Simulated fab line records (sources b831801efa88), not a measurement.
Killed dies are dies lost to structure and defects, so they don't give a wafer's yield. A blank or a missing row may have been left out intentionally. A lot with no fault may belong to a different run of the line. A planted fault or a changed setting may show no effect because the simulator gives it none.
What tool caused it? | flow sky130 | 11 lots with 33 wafers sampled at 6 steps, on a route of 708 steps

== WHAT THE GAUGES READ, wafer by wafer ==
SKY_RES_PROTECT_TW_MEAS_08. Usual: POLY_GATE_TW typically reads 4041, with standard deviation 20.
lot  | measured     | on            | POLY_GATE_TW   | flag
L403 | day 15 12:59 | film_metro-03 | 4064 4096 4080 |
L404 | day 15 16:32 | film_metro-04 | 4052 4037 4048 |
L406 | day 16 14:38 | film_metro-02 | 4031 4023 4042 |
L408 | day 17 09:13 | film_metro-02 | 4040 4044 4036 |
L410 | day 18 04:26 | film_metro-02 | 4062 4060 4057 |
L411 | day 18 11:32 | film_metro-02 | 4051 4076 4076 |
L414 | day 19 09:38 | film_metro-03 | 4040 4019 4047 |
L419 | day 22 13:23 | film_metro-02 | 4025 4031 4010 |
L420 | day 22 17:32 | film_metro-02 | 4025 4039 4037 |
L423 | day 22 17:55 | film_metro-04 | 4041 4032 4019 |
L425 | day 23 22:43 | film_metro-04 | 4020 4014 4013 |

SKY_LDD_N_TW_MEAS_17. Usual: LDD_N_TW typically reads 2589, with standard deviation 12.
lot  | measured     | on            | LDD_N_TW                      | flag
L403 | day 18 05:13 | film_metro-04 | 2599 2608 2607                |
L404 | day 18 08:44 | film_metro-02 | 2588 2603 2586                |
L406 | day 19 08:13 | film_metro-01 | 2591 2597 2602                |
L408 | day 20 08:38 | film_metro-02 | 2580 2580 2591                |
L410 | day 20 23:59 | film_metro-02 | 2588 2588 2590                |
L411 | day 21 06:10 | film_metro-01 | 2594 2590 2589                |
L414 | day 22 11:31 | film_metro-04 | 2592 2583 2587                |
L419 | day 25 08:19 | film_metro-04 | 2686 2700 2706 2701 2700 2687 | OFF
L420 | day 25 12:20 | film_metro-01 | 2656 2662 2675 2670 2673 2676 | OFF
L423 | day 25 12:41 | film_metro-02 | 2584 2580 2577                |
L425 | day 26 17:15 | film_metro-04 | 2609 2596 2614                |

SKY_SPACER_THK_MEAS_01. Usual: SPACER_CVD_00_THK typically reads 42.8 nm, with standard deviation 0.42.
lot  | measured     | on            | SPACER_CVD_00_THK (nm) | flag
L403 | day 23 17:44 | film_metro-04 | 43.0 43.0 43.4         |
L404 | day 23 19:57 | film_metro-04 | 43.1 42.7 43.1         |
L406 | day 24 05:35 | film_metro-03 | 42.6 42.7 43.1         |
L408 | day 25 08:54 | film_metro-04 | 42.5 42.7 42.6         |
L410 | day 26 09:43 | film_metro-01 | 42.7 43.2 42.9         |
L411 | day 26 11:57 | film_metro-01 | 42.9 42.9 42.8         |
L414 | day 27 12:16 | film_metro-03 | 42.6 42.7 42.3         |
L419 | day 30 05:56 | film_metro-04 | 42.1 42.2 42.2         |
L420 | day 30 08:36 | film_metro-01 | 42.2 42.2 42.6         |
L423 | day 30 12:23 | film_metro-04 | 42.9 43.0 42.8         |
L425 | day 31 14:53 | film_metro-04 | 42.8 42.7 42.9         |

== WHICH TOOL RAN EACH LOT (tool, then ch and the chambers of the sampled wafers, then the start) ==
lot  | SKY_FIELD_ISO_STRIP_16              | SKY_LDD_N_IMPLANT_09            | SKY_LDD_N_STRIP_16
L403 | plasma_asher-04 ch 0,1, day 2 11:24 | implanter-01 ch 0, day 18 04:04 | plasma_asher-01 ch 0,1, day 18 05:07
L404 | plasma_asher-01 ch 0,1, day 2 16:12 | implanter-04 ch 0, day 18 07:36 | plasma_asher-04 ch 0,1, day 18 08:37
L406 | plasma_asher-04 ch 0,1, day 3 04:12 | implanter-01 ch 0, day 19 07:04 | plasma_asher-03 ch 0,1, day 19 08:07
L408 | plasma_asher-01 ch 0,1, day 3 14:56 | implanter-04 ch 0, day 20 07:31 | plasma_asher-03 ch 0,1, day 20 08:33
L410 | plasma_asher-02 ch 0,1, day 3 22:40 | implanter-02 ch 0, day 20 22:52 | plasma_asher-01 ch 0,1, day 20 23:55
L411 | plasma_asher-01 ch 0,1, day 4 05:22 | implanter-04 ch 0, day 21 05:01 | plasma_asher-01 ch 0,1, day 21 06:04
L414 | plasma_asher-04 ch 0,1, day 4 18:09 | implanter-02 ch 0, day 22 10:22 | plasma_asher-03 ch 0,1, day 22 11:25
L419 | plasma_asher-04 ch 0,1, day 5 22:55 | implanter-02 ch 0, day 25 07:10 | plasma_asher-04 ch 0,1, day 25 08:13
L420 | plasma_asher-04 ch 0, day 6 05:27   | implanter-02 ch 0, day 25 11:12 | plasma_asher-01 ch 0, day 25 12:13
L423 | plasma_asher-04 ch 0,1, day 6 17:49 | implanter-04 ch 0, day 25 11:34 | plasma_asher-01 ch 0,1, day 25 12:36
L425 | plasma_asher-01 ch 0,1, day 7 08:50 | implanter-01 ch 0, day 26 16:08 | plasma_asher-03 ch 0,1, day 26 17:09
- SKY_FIELD_ISO_STRIP_16: strips in O2/N2.
- SKY_LDD_N_IMPLANT_09
- SKY_LDD_N_STRIP_16: strips in O2/N2.

== WHAT THE TOOLS THEMSELVES READ (means of the sampled wafers that have a number; where no wafer has one, the mark that the record gives instead) ==
SKY_FIELD_ISO_STRIP_16. Usual: drypump_motor_current_A 6.0 A, standard deviation 0.36; oes_product_au 0.378 a.u., standard deviation 0.0053; strip_time_to_endpoint_s 3.55 s, standard deviation 0.033.
lot  | tool            | drypump_motor_current_A (A) | oes_product_au (a.u.) | strip_time_to_endpoint_s (s) | flag
L403 | plasma_asher-04 | 6.0                         | 0.370                 | 3.52                         |
L404 | plasma_asher-01 | 6.0                         | 0.380                 | 3.53                         |
L406 | plasma_asher-04 | 5.8                         | 0.376                 | 3.56                         |
L408 | plasma_asher-01 | 6.0                         | 0.379                 | 3.54                         |
L410 | plasma_asher-02 | 5.5                         | 0.377                 | 3.58                         |
L411 | plasma_asher-01 | 6.3                         | 0.379                 | 3.53                         |
L414 | plasma_asher-04 | 5.9                         | 0.379                 | 3.54                         |
L419 | plasma_asher-04 | 6.0                         | 0.378                 | 3.59                         |
L420 | plasma_asher-04 | 5.7                         | 0.379                 | 3.54                         |
L423 | plasma_asher-04 | 6.0                         | 0.379                 | 3.54                         |
L425 | plasma_asher-01 | 6.3                         | 0.375                 | 3.58                         |

SKY_LDD_N_IMPLANT_09. Usual: beam_on_s 10.02 s, standard deviation 0.2; dose_ions_cm2 7.5e+13, standard deviation 8.2e+10; faraday_current_uA 422, standard deviation 8.5.
lot  | tool         | beam_on_s (s) | dose_ions_cm2 | faraday_current_uA | flag
L403 | implanter-01 | 10.00         | 7.5e+13       | 424                |
L404 | implanter-04 | 10.08         | 7.5e+13       | 419                |
L406 | implanter-01 | 9.99          | 7.5e+13       | 424                |
L408 | implanter-04 | 10.25         | 7.5e+13       | 412                |
L410 | implanter-02 | 10.02         | 7.5e+13       | 422                |
L411 | implanter-04 | 9.84          | 7.5e+13       | 430                |
L414 | implanter-02 | 9.94          | 7.5e+13       | 426                |
L419 | implanter-02 | 17.65         | 1.5e+14       | 465                | OFF
L420 | implanter-02 | 17.99         | 1.5e+14       | 459                | OFF
L423 | implanter-04 | 10.03         | 7.5e+13       | 422                |
L425 | implanter-01 | 10.02         | 7.5e+13       | 423                |

SKY_LDD_N_STRIP_16. Usual: drypump_motor_current_A 5.9 A, standard deviation 0.37; oes_product_au 0.407 a.u., standard deviation 0.005; strip_time_to_endpoint_s 4.316 s, standard deviation 0.016.
lot  | tool            | drypump_motor_current_A (A) | oes_product_au (a.u.) | strip_time_to_endpoint_s (s) | flag
L403 | plasma_asher-01 | 6.0                         | 0.403                 | 4.292                        |
L404 | plasma_asher-04 | 5.9                         | 0.409                 | 4.314                        |
L406 | plasma_asher-03 | 5.4                         | 0.406                 | 4.330                        |
L408 | plasma_asher-03 | 5.6                         | 0.407                 | 4.304                        |
L410 | plasma_asher-01 | 6.0                         | 0.410                 | 4.305                        |
L411 | plasma_asher-01 | 6.3                         | 0.410                 | 4.309                        |
L414 | plasma_asher-03 | 5.6                         | 0.406                 | 4.291                        |
L419 | plasma_asher-04 | 6.0                         | 0.409                 | 4.535                        | OFF
L420 | plasma_asher-01 | 5.7                         | 0.406                 | 4.521                        | OFF
L423 | plasma_asher-01 | 6.3                         | 0.406                 | 4.330                        |
L425 | plasma_asher-03 | 5.5                         | 0.402                 | 4.324                        |

== THE ANSWER, worked out from the rows above alone ==
Rule: lot off if the mean of its wafers having a number is beyond 3 standard deviations from the usual mean. A lot without any number at a reading at which 4 lots or more have one is off too. Where the step has rows for the other lots, those lots are counted as sound. The gauges are gone through in route order, then the tools' own readings, and for those a lot's mean is taken as printed above. The first step at which some lot is off is used, and at that step the reading that is off furthest; a lot without a number counts as furthest.
Off: L419, L420, seen at SKY_LDD_N_TW_MEAS_17 (LDD_N_TW).
A tool fits if, at a process step before that reading, it ran every lot that is off, and no sound lot after the first of them. Not tried: the gauges at SKY_LDD_N_TW_MEAS_17; whatever is off there is also off at SKY_LDD_N_IMPLANT_09, on other tools, and gauge error can't account for it. One candidate fits, namely implanter-02 at SKY_LDD_N_IMPLANT_09. Its last sound lot is L414 (day 22 10:22), its first lot that is off L419 (day 25 07:10): a fault that began between those two fits.
The tool's own readings at SKY_LDD_N_IMPLANT_09 bear it out: on the lots that are off they differ by more than 5 times the standard deviation of the sound lots' means. beam_on_s reads 17.82 s there against 10.02 s on the sound lots; dose_ions_cm2 reads 1.5e+14 there against 7.5e+13 on the sound lots; faraday_current_uA reads 462 there against 422 on the sound lots.

== WHAT THE SIMULATOR HAD PUT IN ==
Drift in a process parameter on implanter-02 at SKY_LDD_N_IMPLANT_09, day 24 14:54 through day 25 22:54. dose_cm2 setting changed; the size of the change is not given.
Struck lots among those shown: L419, L420. The rule above found the same.
